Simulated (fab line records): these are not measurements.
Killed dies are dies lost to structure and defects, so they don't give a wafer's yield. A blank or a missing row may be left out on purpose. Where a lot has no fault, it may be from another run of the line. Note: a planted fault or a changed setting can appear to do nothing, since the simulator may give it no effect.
A lot that was struck, set against a sound lot :: flow sky130 :: 35 steps out of a route of 708
Sound: wafers L159.1, L159.3, L159.6. Struck: wafer L163.5. (L163.2, L163.6 of the same lot were not struck and are left out.) The cause comes at the end.
Order at every step that has rows: each side's tool, ch and its chambers, its first start. Under that, the readings that differ: sound wafers :: struck wafers :: difference of the means :: sigmas: that difference in standard deviations of wafers without a fault.
alike: readings with means less than 2 such deviations apart, plus words and numbers identical on both sides. not compared: withheld readings, readings lacking a value on some wafer, bounds such as >300 that could conceal the same value, and numbers that have no deviation in the record and whose values overlap.
The two part at a step that has a row with sigmas, a row that says differs or no value, or rows on one side only. Non-overlapping numbers with no deviation appear without sigmas and do not part them. A reading missing from all wafers of one side parts the sides only when that side holds two or more wafers.

first, 10 steps without rows for these wafers: SKY_VIA3_DEHYDRATE_04 (time 60 s); SKY_VIA3_HMDS_05 (prime time 60 s); SKY_VIA3_COAT_06 (resist thk 60 nm); SKY_VIA3_COAT_07 (resist thk 450 nm); SKY_VIA3_SOFTBAKE_08 (time 90 s); SKY_VIA3_EXPOSE_09 (exposes mask VIM3, target cd 200 nm); SKY_VIA3_PEB_10; SKY_VIA3_DEVELOP_11 (develop time 60 s); SKY_VIA3_ETCH_14 (etches BARC in N2/H2, stops on SiO2, time 45.9 s, target depth 60 nm); SKY_VIA3_ETCH_15 (etches SiO2 in C4F8/O2/Ar, stops on TiN, target depth 507 nm, time 78 s).
SKY_VIA3_STRIP_16: strips in O2/N2.
  sound on plasmaAsher-01 ch 0,1, day 40 01:17; struck on plasmaAsher-01 ch 1, day 41 16:32
reading: oesProductAu (a.u.)
sound: 0.399 0.403 0.400
struck: 0.387
difference: -0.014
sigmas: -3
  alike: drypumpMotorCurrentA, stripTimeToEndpointS
  not compared: rfHoursCounterH
then, 23 steps without rows for these wafers: SKY_VIA3_STRIP_17 (strips in post etch residue remover, time 1200 s); SKY_VIA3_CLEAN_18 (cleans in IPA, time 180 s); SKY_VIA3_CLEAN_19 (cleans in O3/DIW); SKY_VIA3_SPUTTER_20 (material TiN, target thk 20 nm, time 80 s); SKY_VIA3_CVD_21 (deposits W, target thk 390 nm, time 117.31 s); SKY_VIA3_CMP_24 (polishes, stops on SiO2, t overpolish 20 s, target thk 0 nm); SKY_METAL4_SPUTTER_00 (material Ti, target thk 15 nm, time 10 s); SKY_METAL4_SPUTTER_01 (material TiN, target thk 20 nm, time 16.44 s); SKY_METAL4_SPUTTER_02 (material AlCu, target thk 735 nm, time 39.1 s); SKY_METAL4_SPUTTER_03 (material Ti, target thk 5 nm, time 3.3 s); SKY_METAL4_SPUTTER_04 (material TiN, target thk 70 nm, time 58.3 s); SKY_CAP2M_CVD_00 (deposits SiO2, target thk 15.5 nm); SKY_CAP2M_SPUTTER_02 (material TiN, target thk 200 nm, time 166.7 s); SKY_CAP2M_DEHYDRATE_05 (time 60 s); SKY_CAP2M_HMDS_06 (prime time 60 s); SKY_CAP2M_COAT_07 (resist thk 1140 nm); SKY_CAP2M_SOFTBAKE_08 (time 60 s); SKY_CAP2M_EXPOSE_09 (exposes mask CAP2M, target cd 1000 nm); SKY_CAP2M_PEB_10; SKY_CAP2M_DEVELOP_11 (develop time 60 s); SKY_CAP2M_METAL_ETCH_13 (etches TiN in Cl2/BCl3, stops on SiO2, target depth 220 nm, time 62.9 s); SKY_CAP2M_STRIP_14 (strips in O2/N2); SKY_CAP2M_STRIP_15 (strips in post etch residue remover, time 1200 s).
-- the record jumps here: 6 days lie between the struck wafers' starts before and after (it left off in module CAP2M and takes up again in module PAD_OPEN, whose first step shown is number 708 of the route) --
SKY_PAD_OPEN_PROBE_99:
  sound on prober-01 at day 46 04:27; struck on prober-02 at day 47 12:43
reading: defectLimitedYield (%)
sound: 78.7 83.1 83.9
struck: 69.3
difference: -12.6
sigmas: -7

reading: killed_at_M0_to_M3
sound: 60 44 41
struck: 108
difference: +60
sigmas: +9

reading: killedDies
sound: 105 83 79
struck: 151
difference: +62
sigmas: +7

reading: sort_bin_3_pad_short (%)
sound: 0.8 0.2 1.4
struck: 4.3
difference: +3.5
sigmas: +8

reading: sort_bin_5_function (%)
sound: 11.0 11.6 8.7
struck: 18.7
difference: +8.3
sigmas: +6

reading: sortNPass
sound: 387 409 413
struck: 341
difference: -62
sigmas: -7

reading: sortYieldPct (%)
sound: 78.7 83.1 83.9
struck: 69.3
difference: -12.6
sigmas: -7

reading: model.etest.tester.sortNPass
sound: 387 409 413
struck: 341
difference: -62
sigmas: 

reading: model.etest.tester.sortYieldPct (%)
sound: 78.66 83.13 83.94
struck: 69.31
difference: -12.60
sigmas: 

reading: model.etest.tester.sort_bin_5_pct (%)
sound: 10.98 11.59 8.74
struck: 18.7
difference: +8.3
sigmas: 

reading: model.etest.tester.sort_bin_3_pct (%)
sound: 0.813 0.2033 1.423
struck: 4.268
difference: +3.455
sigmas: 
  alike: killed_at_M4_up, killedAtContacts, killedAtFrontEnd, killedAtOther, killedOpen, killedShort, sort_bin_6_memory

== WHERE THEY PART ==
First at SKY_VIA3_STRIP_16; last, within this record, at SKY_PAD_OPEN_PROBE_99.

WHY: whatever the simulator had introduced
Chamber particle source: plasmaAsher-01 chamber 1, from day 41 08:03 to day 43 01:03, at SKY_VIA3_STRIP_16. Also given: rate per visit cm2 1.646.
